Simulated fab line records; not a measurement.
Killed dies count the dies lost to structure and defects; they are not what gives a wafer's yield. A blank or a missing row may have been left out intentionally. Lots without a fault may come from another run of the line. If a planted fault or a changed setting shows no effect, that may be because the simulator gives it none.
Which tool did it? -- flow sky130 -- 12 lots, 36 wafers sampled, at 1 step of a route of 708

WHAT THE GAUGES READ, wafer by wafer
SKY_PWDE_TW_MEAS_10.
lot,measured,on,PWDE_TW
L075,day 4 00:49,film-metro-03,374.9 376.1 375.0
L077,day 4 12:04,film-metro-03,377.7 376.0 376.3
L079,day 4 21:49,film-metro-01,376.9 378.5 379.7
L081,day 5 13:16,film-metro-01,378.8 378.8 377.5
L083,day 6 00:23,film-metro-01,377.1 380.2 379.1
L085,day 6 08:52,film-metro-02,376.7 378.1 377.7
L087,day 6 21:52,film-metro-03,374.1 375.1 375.1
L089,day 7 10:01,film-metro-02,375.6 377.9 377.7
L091,day 7 18:53,film-metro-02,377.8 378.7 377.8
L093,day 8 12:42,film-metro-02,379.8 377.9 379.4
L095,day 8 17:46,film-metro-02,378.1 380.0 377.9
L097,day 9 04:17,film-metro-02,377.5 375.5 378.1

WHICH TOOL RAN EACH LOT (tool, then ch and the chambers of the sampled wafers, then the start)
No process step before these readings appears in the record.

THE ANSWER, worked out from the rows above alone
Rule: what is usual is taken from the lots themselves. Put in order of their means at a reading, lots are off if they are a third of the lots or fewer, leave a main group of 4 or more, and stand apart from it by a gap of 3 or more times the standard deviation of the main group's means; of several such gaps the widest counts. A main group is skipped when, at the precision printed for the reading in the tables above, its means are all equal. A lot without any number at a reading at which 4 lots or more have one is off too. The other lots that the step has rows for count as sound.
Nothing can be told from this: no lot is off at any reading shown.

WHAT WAS PUT IN BY THE SIMULATOR
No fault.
